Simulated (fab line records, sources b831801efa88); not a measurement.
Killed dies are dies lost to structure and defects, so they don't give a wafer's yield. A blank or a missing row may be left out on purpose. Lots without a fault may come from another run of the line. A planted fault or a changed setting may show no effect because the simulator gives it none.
Chamber matching | flow sky130 | SKY_VIA2_CMP_02 on cmp-01: 4 sister chambers
The step polishes SiO2. 33 wafers are shown with their chamber, then 12 later ones without.

WAFERS WITH THEIR CHAMBER
wafer  | chamber | motor_current_A (A)
L077.2 | 0       | 11.5
L077.5 | 1       | 10.8
L077.6 | 2       | 14.3
L076.1 | 2       | 14.2
L076.5 | 3       | 15.2
L076.6 | 0       | 11.0
L079.1 | 3       | 14.4
L079.2 | 2       | 14.0
L079.6 | 1       | 11.3
L080.2 | 0       | 10.8
L080.4 | 2       | 14.1
L080.6 | 2       | 13.6
L081.2 | 2       | 13.3
L081.3 | 3       | 14.2
L081.4 | 1       | 10.4
L084.1 | 2       | 14.2
L084.2 | 0       | 10.6
L084.5 | 1       | 11.7
L085.1 | 3       | 14.2
L085.3 | 1       | 11.4
L085.6 | 2       | 14.0
L086.3 | 1       | 11.5
L086.4 | 3       | 15.4
L086.5 | 2       | 13.6
L086.1 | 2       | 14.0
L086.2 | 0       | 11.2
L086.6 | 1       | 10.9
L088.1 | 1       | 11.2
L088.5 | 2       | 13.9
L088.6 | 1       | 10.7
L088.2 | 2       | 13.3
L088.3 | 0       | 10.9
L088.4 | 3       | 14.8

SIGNATURES (means of the wafers above)
reading         | chamber 0 | chamber 1 | chamber 2 | chamber 3 | scatter within a chamber
motor_current_A | 11.000    | 11.100    | 13.875    | 14.700    | 0.398
Rule: a wafer's distance from a chamber is the root of the sum, over the readings, of the square of ((its reading less the chamber's mean) divided by the reading's scatter). The wafer belongs to the nearest chamber; if the next one is less than 2 further off, it can't be placed. The scatter: the root of (the sum of the squares of (reading less its chamber's mean) over the shown wafers, divided by (wafers less chambers)).

WAFERS WITHOUT THEIR CHAMBER
wafer  | motor_current_A (A)
L090.1 | 14.7
L090.2 | 10.9
L090.3 | 10.6
L090.4 | 14.4
L090.5 | 14.0
L090.6 | 10.9
L092.4 | 13.5
L092.5 | 13.6
L092.6 | 11.2
L089.2 | 11.1
L089.4 | 11.6
L089.5 | 13.7

WHICH CHAMBER EACH WENT THROUGH
wafer  | from the rows above     | in truth
L090.1 | 3                       | 3
L090.2 | can't be placed: 0 or 1 | 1
L090.3 | can't be placed: 0 or 1 | 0
L090.4 | can't be placed: 3 or 2 | 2
L090.5 | can't be placed: 2 or 3 | 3
L090.6 | can't be placed: 0 or 1 | 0
L092.4 | 2                       | 2
L092.5 | 2                       | 2
L092.6 | can't be placed: 1 or 0 | 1
L089.2 | can't be placed: 1 or 0 | 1
L089.4 | can't be placed: 1 or 0 | 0
L089.5 | 2                       | 2
Placed correctly: 4 of 12. Can't be placed from these rows: 8 (the true chamber is among the candidates in 8). Placed wrongly: 0.
